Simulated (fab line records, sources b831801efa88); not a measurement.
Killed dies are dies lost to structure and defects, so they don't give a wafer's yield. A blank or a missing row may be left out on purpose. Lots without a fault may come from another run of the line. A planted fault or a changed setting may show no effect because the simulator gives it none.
Problem report in the 8D (eight disciplines) form, filled by code | flow gf180mcu | the parts of the form that need people (team, actions taken, sign-off) are left out

1. THE PROBLEM
dose_ions_cm2 at GF_HV_LDD_IMPLANT_36 reads a mean of 8.088e+12 on 6 wafers of 2 lots; wafers without a fault read 7.501e+12 with a standard deviation of 7.3e+09. That is +80 standard deviations from the usual mean.
First seen on wafer L481.2, day 16 20:13, on implanter-03. The record holds 18 wafers of 6 lots with a number at this step. Rule for "out", or "out of limits": more than 4 standard deviations from the usual mean. The other wafers with a number count as sound.

2. WHAT IT IS AND WHAT IT IS NOT
question                    | is                     | is not
which readings at this step | dose_ions_cm2          | beam_energy_keV
which lots                  | L481, L482             | L465, L472, L483, L487
which wafers of those lots  | all that have a number | -
read on which tools         | implanter-03           | implanter-01, implanter-02
when                        | from day 16 20:13      | up to then (6 sound wafers); but 6 sound wafers of L483, L487 came after

3. SUSPECTS, AND WHAT RULES EACH OUT
Counting: a tool at a process step up to the reading stays a suspect if it ran every lot that is out and no sound lot after the first of them.
- implanter-03 at GF_HV_LDD_IMPLANT_36: kept. It ran every lot that is out, first L481 (day 16 20:13), and no sound lot after that; its last sound lot up to then is L472 (day 13 23:10). Its own readings are out on those wafers: dose_ions_cm2.
Left after counting: implanter-03 at GF_HV_LDD_IMPLANT_36.

4. THE CAUSE (what the simulator had put in)
Process parameter drift: implanter-03, from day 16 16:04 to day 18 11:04, at GF_HV_LDD_IMPLANT_36. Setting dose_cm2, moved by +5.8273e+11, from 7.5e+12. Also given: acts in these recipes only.
Counting left only this tool.

5. THE CHAIN OF EFFECTS, in route order
Each row: a reading whose mean over the struck wafers that have a number lies more than 3 standard deviations from the usual. Only readings for which the record gives a usual standard deviation are gone through. hours: the time from each lot's start at the first step in this table that gives one to its start at this step, as a median over the lots. sigmas: the change in usual standard deviations.
hours | step                 | reading            | usual     | on struck wafers | change     | sigmas
0     | GF_HV_LDD_IMPLANT_36 | dose_ions_cm2      | 7.501e+12 | 8.088e+12        | +5.875e+11 | +80
0     | GF_HV_LDD_IMPLANT_36 | faraday_current_uA | 42.3      | 45.8             | +3.5       | +3.7
The process steps in it:
- GF_HV_LDD_IMPLANT_36

6. WHAT WOULD HAVE CAUGHT IT SOONER
In this record the first reading out of limits was taken at day 16 20:13, 4 hours after the fault began at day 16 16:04.
